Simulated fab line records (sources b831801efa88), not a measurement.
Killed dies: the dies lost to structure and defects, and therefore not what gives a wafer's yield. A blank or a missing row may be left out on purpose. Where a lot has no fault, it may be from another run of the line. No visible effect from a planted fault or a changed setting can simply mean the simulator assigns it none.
Which tool is to blame? / flow sky130 / 72 wafers from 24 lots sampled at 6 of the route's 708 steps

== WHAT EACH GAUGE READ, for each wafer ==
SKY_VIA1_THK_MEAS_23: measures by xrf.
lot=L074; measured=day 34 05:20; on=film-metro-03; VIA1_W_THK (nm)=272 275 269
lot=L075; measured=day 34 11:53; on=film-metro-03; VIA1_W_THK (nm)=268 269 272
lot=L076; measured=day 34 11:57; on=film-metro-01; VIA1_W_THK (nm)=272 269 283
lot=L077; measured=day 35 05:34; on=film-metro-03; VIA1_W_THK (nm)=273 273 275
lot=L078; measured=day 35 10:23; on=film-metro-01; VIA1_W_THK (nm)=277 271 276
lot=L079; measured=day 35 20:45; on=film-metro-01; VIA1_W_THK (nm)=278 270 278
lot=L080; measured=day 35 23:43; on=film-metro-02; VIA1_W_THK (nm)=271 269 270
lot=L081; measured=day 36 03:43; on=film-metro-01; VIA1_W_THK (nm)=272 273 274
lot=L082; measured=day 36 14:55; on=film-metro-02; VIA1_W_THK (nm)=263 261 261
lot=L083; measured=day 36 22:07; on=film-metro-02; VIA1_W_THK (nm)=266 269 266
lot=L084; measured=day 37 07:08; on=film-metro-01; VIA1_W_THK (nm)=268 273 271
lot=L085; measured=day 37 05:28; on=film-metro-02; VIA1_W_THK (nm)=267 267 267
lot=L086; measured=day 37 14:34; on=film-metro-03; VIA1_W_THK (nm)=271 281 283
lot=L087; measured=day 37 22:27; on=film-metro-01; VIA1_W_THK (nm)=267 272 268
lot=L088; measured=day 38 02:38; on=film-metro-02; VIA1_W_THK (nm)=271 265 263
lot=L089; measured=day 38 13:24; on=film-metro-03; VIA1_W_THK (nm)=281 285 279
lot=L090; measured=day 39 00:35; on=film-metro-02; VIA1_W_THK (nm)=265 265 264
lot=L091; measured=day 39 18:35; on=film-metro-03; VIA1_W_THK (nm)=270 269 270
lot=L092; measured=day 39 20:48; on=film-metro-01; VIA1_W_THK (nm)=268 268 268
lot=L093; measured=day 39 20:07; on=film-metro-02; VIA1_W_THK (nm)=270 269 279
lot=L094; measured=day 39 23:28; on=film-metro-01; VIA1_W_THK (nm)=269 265 270
lot=L095; measured=day 40 10:52; on=film-metro-01; VIA1_W_THK (nm)=279 277 267
lot=L096; measured=day 40 17:44; on=film-metro-01; VIA1_W_THK (nm)=281 272 275
lot=L097; measured=day 40 23:38; on=film-metro-02; VIA1_W_THK (nm)=268 272 273

SKY_CAPM_OVL_MEAS_12.
lot=L074; measured=day 37 15:05; on=overlay-02; CAPM_OVL (nm)=-0.1 -1.5 -1.4
lot=L075; measured=day 37 19:53; on=overlay-01; CAPM_OVL (nm)=-1.6 -3.7 -3.0
lot=L076; measured=day 37 20:57; on=overlay-02; CAPM_OVL (nm)=1.5 1.0 0.9
lot=L077; measured=day 38 14:26; on=overlay-02; CAPM_OVL (nm)=1.1 1.6 0.3
lot=L078; measured=day 38 19:25; on=overlay-02; CAPM_OVL (nm)=0.2 1.1 -2.0
lot=L079; measured=day 39 05:20; on=overlay-01; CAPM_OVL (nm)=-1.9 -1.1 -3.2
lot=L080; measured=day 39 07:02; on=overlay-01; CAPM_OVL (nm)=-1.7 0.1 -2.4
lot=L081; measured=day 39 12:18; on=overlay-01; CAPM_OVL (nm)=-2.4 -2.3 -2.6
lot=L082; measured=day 39 22:35; on=overlay-01; CAPM_OVL (nm)=-1.2 -1.0 0.7
lot=L083; measured=day 40 06:29; on=overlay-02; CAPM_OVL (nm)=0.6 -3.0 -1.0
lot=L084; measured=day 40 14:18; on=overlay-01; CAPM_OVL (nm)=1.5 0.8 1.3
lot=L085; measured=day 40 10:44; on=overlay-01; CAPM_OVL (nm)=-2.8 -2.0 -0.3
lot=L086; measured=day 40 20:20; on=overlay-01; CAPM_OVL (nm)=-0.1 -0.8 -1.2
lot=L087; measured=day 41 07:30; on=overlay-02; CAPM_OVL (nm)=-3.5 -1.0 -1.5
lot=L088; measured=day 41 07:50; on=overlay-01; CAPM_OVL (nm)=-1.4 1.4 -1.4
lot=L089; measured=day 41 18:39; on=overlay-01; CAPM_OVL (nm)=0.7 -0.3 -0.2
lot=L090; measured=day 42 08:00; on=overlay-01; CAPM_OVL (nm)=0.0 -0.5 0.7
lot=L091; measured=day 42 20:51; on=overlay-01; CAPM_OVL (nm)=-2.0 -1.3 -0.3
lot=L092; measured=day 42 23:41; on=overlay-01; CAPM_OVL (nm)=1.2 -1.3 -1.0
lot=L093; measured=day 42 23:23; on=overlay-02; CAPM_OVL (nm)=-2.6 0.3 0.6
lot=L094; measured=day 43 02:39; on=overlay-01; CAPM_OVL (nm)=-2.1 -2.9 -1.4
lot=L095; measured=day 43 12:17; on=overlay-01; CAPM_OVL (nm)=-2.7 -0.1 0.8
lot=L096; measured=day 43 19:41; on=overlay-01; CAPM_OVL (nm)=-2.8 -2.2 -3.4
lot=L097; measured=day 44 01:16; on=overlay-01; CAPM_OVL (nm)=-2.4 -2.4 -3.1

SKY_VIA3_RS_MEAS_22: uses a four-point probe to measure.
lot=L074; measured=day 39 21:47; on=film-metro-01; VIA3_W_RS (ohm/sq)=0.287 0.295 0.289
lot=L075; measured=day 40 00:52; on=film-metro-03; VIA3_W_RS (ohm/sq)=0.297 0.298 0.293
lot=L076; measured=day 40 04:51; on=film-metro-02; VIA3_W_RS (ohm/sq)=0.288 0.285 0.295
lot=L077; measured=day 40 18:11; on=film-metro-01; VIA3_W_RS (ohm/sq)=0.301 0.292 0.297
lot=L078; measured=day 40 23:56; on=film-metro-03; VIA3_W_RS (ohm/sq)=0.290 0.300 0.293
lot=L079; measured=day 41 10:44; on=film-metro-03; VIA3_W_RS (ohm/sq)=0.295 0.296 0.295
lot=L080; measured=day 41 11:56; on=film-metro-01; VIA3_W_RS (ohm/sq)=0.292 0.297 0.299
lot=L081; measured=day 41 16:35; on=film-metro-02; VIA3_W_RS (ohm/sq)=0.287 0.298 0.295
lot=L082; measured=day 42 02:01; on=film-metro-03; VIA3_W_RS (ohm/sq)=0.297 0.288 0.297
lot=L083; measured=day 42 09:25; on=film-metro-03; VIA3_W_RS (ohm/sq)=0.296 0.288 0.298
lot=L084; measured=day 42 17:49; on=film-metro-02; VIA3_W_RS (ohm/sq)=0.301 0.292 0.289
lot=L085; measured=day 42 13:46; on=film-metro-01; VIA3_W_RS (ohm/sq)=0.288 0.299 0.289
lot=L086; measured=day 42 23:15; on=film-metro-03; VIA3_W_RS (ohm/sq)=0.288 0.290 0.284
lot=L087; measured=day 43 08:23; on=film-metro-03; VIA3_W_RS (ohm/sq)=0.299 0.282 0.282
lot=L088; measured=day 43 08:46; on=film-metro-03; VIA3_W_RS (ohm/sq)=0.300 0.292 0.293
lot=L089; measured=day 43 19:30; on=film-metro-03; VIA3_W_RS (ohm/sq)=0.297 0.295 0.282
lot=L090; measured=day 44 08:00; on=film-metro-02; VIA3_W_RS (ohm/sq)=0.279 0.296 0.281
lot=L091; measured=day 44 21:44; on=film-metro-01; VIA3_W_RS (ohm/sq)=0.288 0.295 0.296
lot=L092; measured=day 44 23:37; on=film-metro-01; VIA3_W_RS (ohm/sq)=0.300 0.295 0.280
lot=L093; measured=day 44 23:02; on=film-metro-03; VIA3_W_RS (ohm/sq)=0.297 0.297 0.290
lot=L094; measured=day 45 03:32; on=film-metro-03; VIA3_W_RS (ohm/sq)=0.287 0.289 0.295
lot=L095; measured=day 45 11:59; on=film-metro-02; VIA3_W_RS (ohm/sq)=0.289 0.285 0.288
lot=L096; measured=day 45 20:26; on=film-metro-03; VIA3_W_RS (ohm/sq)=0.285 0.296 0.290
lot=L097; measured=day 45 23:55; on=film-metro-03; VIA3_W_RS (ohm/sq)=0.284 0.294 0.294

== WHICH TOOL RAN EACH LOT (tool, then ch and the chambers of the sampled wafers, then the start) ==
lot=L074; SKY_FIELD_ISO_ETCH_17=rie-si-01 ch 0,2,3, day 2 04:38; SKY_VIA1_CVD_21=cvd-w-01 ch 0,1, day 34 05:07; SKY_VIA2_CMP_02=cmp-02 ch 1,2,3, day 35 09:07
lot=L075; SKY_FIELD_ISO_ETCH_17=rie-si-01 ch 0,1,3, day 2 09:53; SKY_VIA1_CVD_21=cvd-w-02 ch 0,1, day 34 11:40; SKY_VIA2_CMP_02=cmp-01 ch 0,1,2, day 35 13:36
lot=L076; SKY_FIELD_ISO_ETCH_17=rie-si-02 ch 0,2,3, day 2 14:58; SKY_VIA1_CVD_21=cvd-w-01 ch 0,1, day 34 11:43; SKY_VIA2_CMP_02=cmp-01 ch 1,2,3, day 35 13:58
lot=L077; SKY_FIELD_ISO_ETCH_17=rie-si-02 ch 0,1,2, day 2 20:40; SKY_VIA1_CVD_21=cvd-w-02 ch 0,1, day 35 05:20; SKY_VIA2_CMP_02=cmp-01 ch 0,1, day 36 08:29
lot=L078; SKY_FIELD_ISO_ETCH_17=rie-si-02 ch 0,1,3, day 3 01:16; SKY_VIA1_CVD_21=cvd-w-01 ch 0,1, day 35 10:10; SKY_VIA2_CMP_02=cmp-01 ch 0,1,2, day 36 15:04
lot=L079; SKY_FIELD_ISO_ETCH_17=rie-si-02 ch 0,1, day 3 10:13; SKY_VIA1_CVD_21=cvd-w-01 ch 0,1, day 35 20:32; SKY_VIA2_CMP_02=cmp-01 ch 1,2, day 37 01:10
lot=L080; SKY_FIELD_ISO_ETCH_17=rie-si-01 ch 0,1, day 3 12:26; SKY_VIA1_CVD_21=cvd-w-02 ch 0,1, day 35 23:31; SKY_VIA2_CMP_02=cmp-02 ch 0,1, day 37 03:41
lot=L081; SKY_FIELD_ISO_ETCH_17=rie-si-01 ch 1,3, day 3 19:01; SKY_VIA1_CVD_21=cvd-w-02 ch 0,1, day 36 03:30; SKY_VIA2_CMP_02=cmp-02 ch 0,1,2, day 37 07:29
lot=L082; SKY_FIELD_ISO_ETCH_17=rie-si-02 ch 0,1,2, day 4 00:10; SKY_VIA1_CVD_21=cvd-w-02 ch 0,1, day 36 14:41; SKY_VIA2_CMP_02=cmp-01 ch 0,1, day 37 18:23
lot=L083; SKY_FIELD_ISO_ETCH_17=rie-si-01 ch 1,2, day 4 03:16; SKY_VIA1_CVD_21=cvd-w-02 ch 0,1, day 36 21:55; SKY_VIA2_CMP_02=cmp-01 ch 0,2,3, day 38 00:28
lot=L084; SKY_FIELD_ISO_ETCH_17=rie-si-02 ch 1,2, day 4 09:22; SKY_VIA1_CVD_21=cvd-w-01 ch 0,1, day 37 06:55; SKY_VIA2_CMP_02=cmp-02 ch 1,2,3, day 38 10:55
lot=L085; SKY_FIELD_ISO_ETCH_17=rie-si-01 ch 2,3, day 4 13:58; SKY_VIA1_CVD_21=cvd-w-02 ch 0,1, day 37 05:14; SKY_VIA2_CMP_02=cmp-01 ch 0,1,3, day 38 08:04
lot=L086; SKY_FIELD_ISO_ETCH_17=rie-si-02 ch 0,3, day 4 18:52; SKY_VIA1_CVD_21=cvd-w-01 ch 0,1, day 37 14:21; SKY_VIA2_CMP_02=cmp-01 ch 1,2,3, day 38 17:47
lot=L087; SKY_FIELD_ISO_ETCH_17=rie-si-02 ch 0,1,3, day 5 01:19; SKY_VIA1_CVD_21=cvd-w-02 ch 0,1, day 37 22:14; SKY_VIA2_CMP_02=cmp-02 ch 0,2,3, day 39 04:37
lot=L088; SKY_FIELD_ISO_ETCH_17=rie-si-02 ch 0,2,3, day 5 06:46; SKY_VIA1_CVD_21=cvd-w-01 ch 0,1, day 38 02:26; SKY_VIA2_CMP_02=cmp-01 ch 1,2,3, day 39 05:31
lot=L089; SKY_FIELD_ISO_ETCH_17=rie-si-01 ch 1,2,3, day 5 10:40; SKY_VIA1_CVD_21=cvd-w-01 ch 1, day 38 13:11; SKY_VIA2_CMP_02=cmp-01 ch 0,1,2, day 39 15:03
lot=L090; SKY_FIELD_ISO_ETCH_17=rie-si-02 ch 0,3, day 5 16:43; SKY_VIA1_CVD_21=cvd-w-01 ch 0, day 39 00:22; SKY_VIA2_CMP_02=cmp-01 ch 0,2,3, day 40 07:10
lot=L091; SKY_FIELD_ISO_ETCH_17=rie-si-01 ch 0,1,3, day 6 00:16; SKY_VIA1_CVD_21=cvd-w-01 ch 0,1, day 39 18:22; SKY_VIA2_CMP_02=cmp-02 ch 1,2,3, day 40 20:16
lot=L092; SKY_FIELD_ISO_ETCH_17=rie-si-02 ch 0,2,3, day 6 02:35; SKY_VIA1_CVD_21=cvd-w-02 ch 0,1, day 39 20:35; SKY_VIA2_CMP_02=cmp-02 ch 0,1,2, day 40 22:36
lot=L093; SKY_FIELD_ISO_ETCH_17=rie-si-01 ch 0,1,3, day 6 06:58; SKY_VIA1_CVD_21=cvd-w-01 ch 0,1, day 39 19:53; SKY_VIA2_CMP_02=cmp-01 ch 0,1,2, day 40 22:14
lot=L094; SKY_FIELD_ISO_ETCH_17=rie-si-02 ch 0,1,2, day 6 12:21; SKY_VIA1_CVD_21=cvd-w-02 ch 0,1, day 39 23:16; SKY_VIA2_CMP_02=cmp-01 ch 0,3, day 41 01:38
lot=L095; SKY_FIELD_ISO_ETCH_17=rie-si-01 ch 1,2, day 6 19:05; SKY_VIA1_CVD_21=cvd-w-01 ch 0,1, day 40 10:38; SKY_VIA2_CMP_02=cmp-02 ch 1,2, day 41 12:40
lot=L096; SKY_FIELD_ISO_ETCH_17=rie-si-02 ch 0,1,3, day 7 03:02; SKY_VIA1_CVD_21=cvd-w-01 ch 0,1, day 40 17:32; SKY_VIA2_CMP_02=cmp-01 ch 1,2,3, day 41 19:51
lot=L097; SKY_FIELD_ISO_ETCH_17=rie-si-01 ch 1,3, day 7 04:55; SKY_VIA1_CVD_21=cvd-w-02 ch 0,1, day 40 23:26; SKY_VIA2_CMP_02=cmp-02 ch 0,1,2, day 42 00:58
- SKY_FIELD_ISO_ETCH_17: etches Si in HBr/Cl2/O2, target depth 342 nm, time 97.7 s.
- SKY_VIA1_CVD_21: deposits W, target thk 270 nm, time 80.902 s.
- SKY_VIA2_CMP_02: polishes SiO2.

== AS READ BY THE TOOLS THEMSELVES (means over the sampled wafers that have a number; for cases with no such wafer, the mark the record gives instead) ==
SKY_FIELD_ISO_ETCH_17.
lot=L074; tool=rie-si-01; HBr_flow_sccm (sccm)=150.1; chamber-pressure-mTorr (mTorr)=14.992; drypump-motor-current-A (A)=5.8; oes-product-au (a.u.)=0.997; throttle-valve-pct (%)=25.657
lot=L075; tool=rie-si-01; HBr_flow_sccm (sccm)=149.9; chamber-pressure-mTorr (mTorr)=15.013; drypump-motor-current-A (A)=5.7; oes-product-au (a.u.)=0.992; throttle-valve-pct (%)=25.660
lot=L076; tool=rie-si-02; HBr_flow_sccm (sccm)=149.8; chamber-pressure-mTorr (mTorr)=14.983; drypump-motor-current-A (A)=5.8; oes-product-au (a.u.)=1.001; throttle-valve-pct (%)=25.662
lot=L077; tool=rie-si-02; HBr_flow_sccm (sccm)=149.9; chamber-pressure-mTorr (mTorr)=14.996; drypump-motor-current-A (A)=5.6; oes-product-au (a.u.)=1.011; throttle-valve-pct (%)=25.658
lot=L078; tool=rie-si-02; HBr_flow_sccm (sccm)=150.4; chamber-pressure-mTorr (mTorr)=14.998; drypump-motor-current-A (A)=5.5; oes-product-au (a.u.)=1.008; throttle-valve-pct (%)=25.661
lot=L079; tool=rie-si-02; HBr_flow_sccm (sccm)=149.9; chamber-pressure-mTorr (mTorr)=15.001; drypump-motor-current-A (A)=5.4; oes-product-au (a.u.)=1.014; throttle-valve-pct (%)=25.644
lot=L080; tool=rie-si-01; HBr_flow_sccm (sccm)=150.2; chamber-pressure-mTorr (mTorr)=14.996; drypump-motor-current-A (A)=5.5; oes-product-au (a.u.)=1.000; throttle-valve-pct (%)=25.666
lot=L081; tool=rie-si-01; HBr_flow_sccm (sccm)=149.9; chamber-pressure-mTorr (mTorr)=14.990; drypump-motor-current-A (A)=5.9; oes-product-au (a.u.)=0.996; throttle-valve-pct (%)=25.661
lot=L082; tool=rie-si-02; HBr_flow_sccm (sccm)=150.4; chamber-pressure-mTorr (mTorr)=14.999; drypump-motor-current-A (A)=5.6; oes-product-au (a.u.)=1.007; throttle-valve-pct (%)=25.645
lot=L083; tool=rie-si-01; HBr_flow_sccm (sccm)=150.0; chamber-pressure-mTorr (mTorr)=14.999; drypump-motor-current-A (A)=6.5; oes-product-au (a.u.)=1.000; throttle-valve-pct (%)=25.655
lot=L084; tool=rie-si-02; HBr_flow_sccm (sccm)=149.8; chamber-pressure-mTorr (mTorr)=14.996; drypump-motor-current-A (A)=5.8; oes-product-au (a.u.)=1.002; throttle-valve-pct (%)=25.649
lot=L085; tool=rie-si-01; HBr_flow_sccm (sccm)=149.8; chamber-pressure-mTorr (mTorr)=14.993; drypump-motor-current-A (A)=6.3; oes-product-au (a.u.)=0.994; throttle-valve-pct (%)=25.667
lot=L086; tool=rie-si-02; HBr_flow_sccm (sccm)=150.1; chamber-pressure-mTorr (mTorr)=15.020; drypump-motor-current-A (A)=5.6; oes-product-au (a.u.)=1.002; throttle-valve-pct (%)=25.658
lot=L087; tool=rie-si-02; HBr_flow_sccm (sccm)=150.1; chamber-pressure-mTorr (mTorr)=14.995; drypump-motor-current-A (A)=5.5; oes-product-au (a.u.)=1.005; throttle-valve-pct (%)=25.651
lot=L088; tool=rie-si-02; HBr_flow_sccm (sccm)=150.6; chamber-pressure-mTorr (mTorr)=14.998; drypump-motor-current-A (A)=5.7; oes-product-au (a.u.)=1.005; throttle-valve-pct (%)=25.651
lot=L089; tool=rie-si-01; HBr_flow_sccm (sccm)=149.8; chamber-pressure-mTorr (mTorr)=14.999; drypump-motor-current-A (A)=6.3; oes-product-au (a.u.)=1.008; throttle-valve-pct (%)=25.655
lot=L090; tool=rie-si-02; HBr_flow_sccm (sccm)=149.8; chamber-pressure-mTorr (mTorr)=15.003; drypump-motor-current-A (A)=5.6; oes-product-au (a.u.)=1.004; throttle-valve-pct (%)=25.654
lot=L091; tool=rie-si-01; HBr_flow_sccm (sccm)=149.8; chamber-pressure-mTorr (mTorr)=15.010; drypump-motor-current-A (A)=5.7; oes-product-au (a.u.)=1.001; throttle-valve-pct (%)=25.650
lot=L092; tool=rie-si-02; HBr_flow_sccm (sccm)=150.2; chamber-pressure-mTorr (mTorr)=14.999; drypump-motor-current-A (A)=5.7; oes-product-au (a.u.)=0.997; throttle-valve-pct (%)=25.663
lot=L093; tool=rie-si-01; HBr_flow_sccm (sccm)=150.0; chamber-pressure-mTorr (mTorr)=14.997; drypump-motor-current-A (A)=5.7; oes-product-au (a.u.)=0.992; throttle-valve-pct (%)=25.662
lot=L094; tool=rie-si-02; HBr_flow_sccm (sccm)=150.0; chamber-pressure-mTorr (mTorr)=15.001; drypump-motor-current-A (A)=5.6; oes-product-au (a.u.)=0.997; throttle-valve-pct (%)=25.661
lot=L095; tool=rie-si-01; HBr_flow_sccm (sccm)=150.3; chamber-pressure-mTorr (mTorr)=14.995; drypump-motor-current-A (A)=6.5; oes-product-au (a.u.)=0.998; throttle-valve-pct (%)=25.665
lot=L096; tool=rie-si-02; HBr_flow_sccm (sccm)=150.1; chamber-pressure-mTorr (mTorr)=14.995; drypump-motor-current-A (A)=5.5; oes-product-au (a.u.)=1.008; throttle-valve-pct (%)=25.652
lot=L097; tool=rie-si-01; HBr_flow_sccm (sccm)=149.7; chamber-pressure-mTorr (mTorr)=15.019; drypump-motor-current-A (A)=6.2; oes-product-au (a.u.)=1.004; throttle-valve-pct (%)=25.657

SKY_VIA1_CVD_21.
lot=L074; tool=cvd-w-01; heater-power-w (W)=1006
lot=L075; tool=cvd-w-02; heater-power-w (W)=782
lot=L076; tool=cvd-w-01; heater-power-w (W)=1018
lot=L077; tool=cvd-w-02; heater-power-w (W)=751
lot=L078; tool=cvd-w-01; heater-power-w (W)=1006
lot=L079; tool=cvd-w-01; heater-power-w (W)=1021
lot=L080; tool=cvd-w-02; heater-power-w (W)=785
lot=L081; tool=cvd-w-02; heater-power-w (W)=798
lot=L082; tool=cvd-w-02; heater-power-w (W)=762
lot=L083; tool=cvd-w-02; heater-power-w (W)=758
lot=L084; tool=cvd-w-01; heater-power-w (W)=1014
lot=L085; tool=cvd-w-02; heater-power-w (W)=793
lot=L086; tool=cvd-w-01; heater-power-w (W)=1013
lot=L087; tool=cvd-w-02; heater-power-w (W)=754
lot=L088; tool=cvd-w-01; heater-power-w (W)=1024
lot=L089; tool=cvd-w-01; heater-power-w (W)=1021
lot=L090; tool=cvd-w-01; heater-power-w (W)=1010
lot=L091; tool=cvd-w-01; heater-power-w (W)=1018
lot=L092; tool=cvd-w-02; heater-power-w (W)=756
lot=L093; tool=cvd-w-01; heater-power-w (W)=1005
lot=L094; tool=cvd-w-02; heater-power-w (W)=722
lot=L095; tool=cvd-w-01; heater-power-w (W)=1020
lot=L096; tool=cvd-w-01; heater-power-w (W)=1024
lot=L097; tool=cvd-w-02; heater-power-w (W)=724

SKY_VIA2_CMP_02.
lot=L074; tool=cmp-02; motor-current-A (A)=11.6; slurry-filter-dp-kPa (kPa)=13.52
lot=L075; tool=cmp-01; motor-current-A (A)=11.1; slurry-filter-dp-kPa (kPa)=13.51
lot=L076; tool=cmp-01; motor-current-A (A)=12.4; slurry-filter-dp-kPa (kPa)=13.46
lot=L077; tool=cmp-01; motor-current-A (A)=11.4; slurry-filter-dp-kPa (kPa)=13.51
lot=L078; tool=cmp-01; motor-current-A (A)=11.4; slurry-filter-dp-kPa (kPa)=13.66
lot=L079; tool=cmp-01; motor-current-A (A)=10.8; slurry-filter-dp-kPa (kPa)=13.44
lot=L080; tool=cmp-02; motor-current-A (A)=12.8; slurry-filter-dp-kPa (kPa)=13.47
lot=L081; tool=cmp-02; motor-current-A (A)=12.2; slurry-filter-dp-kPa (kPa)=13.68
lot=L082; tool=cmp-01; motor-current-A (A)=10.9; slurry-filter-dp-kPa (kPa)=13.56
lot=L083; tool=cmp-01; motor-current-A (A)=12.9; slurry-filter-dp-kPa (kPa)=13.44
lot=L084; tool=cmp-02; motor-current-A (A)=11.3; slurry-filter-dp-kPa (kPa)=13.35
lot=L085; tool=cmp-01; motor-current-A (A)=12.1; slurry-filter-dp-kPa (kPa)=13.38
lot=L086; tool=cmp-01; motor-current-A (A)=12.5; slurry-filter-dp-kPa (kPa)=13.53
lot=L087; tool=cmp-02; motor-current-A (A)=12.1; slurry-filter-dp-kPa (kPa)=13.43
lot=L088; tool=cmp-01; motor-current-A (A)=11.9; slurry-filter-dp-kPa (kPa)=13.51
lot=L089; tool=cmp-01; motor-current-A (A)=11.6; slurry-filter-dp-kPa (kPa)=13.54
lot=L090; tool=cmp-01; motor-current-A (A)=13.0; slurry-filter-dp-kPa (kPa)=13.49
lot=L091; tool=cmp-02; motor-current-A (A)=12.0; slurry-filter-dp-kPa (kPa)=13.44
lot=L092; tool=cmp-02; motor-current-A (A)=12.3; slurry-filter-dp-kPa (kPa)=13.52
lot=L093; tool=cmp-01; motor-current-A (A)=11.3; slurry-filter-dp-kPa (kPa)=13.59
lot=L094; tool=cmp-01; motor-current-A (A)=13.8; slurry-filter-dp-kPa (kPa)=13.38
lot=L095; tool=cmp-02; motor-current-A (A)=11.7; slurry-filter-dp-kPa (kPa)=13.54
lot=L096; tool=cmp-01; motor-current-A (A)=12.4; slurry-filter-dp-kPa (kPa)=13.47
lot=L097; tool=cmp-02; motor-current-A (A)=12.4; slurry-filter-dp-kPa (kPa)=13.57

== THE ANSWER, worked out from the rows above alone ==
Rule: the lots themselves supply what counts as usual. Put in order of their means at a reading, lots are off if they are a third of the lots or fewer, leave a main group of 4 or more, and stand apart from it by a gap of 3 or more times the standard deviation of the main group's means; of several such gaps the widest counts. A main group whose means are all the same, to the digits that the tables above print for the reading, isn't used. A lot without any number at a reading at which 4 lots or more have one is off too. The other lots that the step has rows for count as sound. The gauges are gone through in route order, then the tools' own readings, and for those a lot's mean is taken as printed above. The first step at which some lot is off is used, and at that step the reading that is off furthest; a lot without a number counts as furthest.
None of the lots is off at any reading shown; this tells nothing.

== WHAT HAD BEEN PUT IN BY THE SIMULATOR ==
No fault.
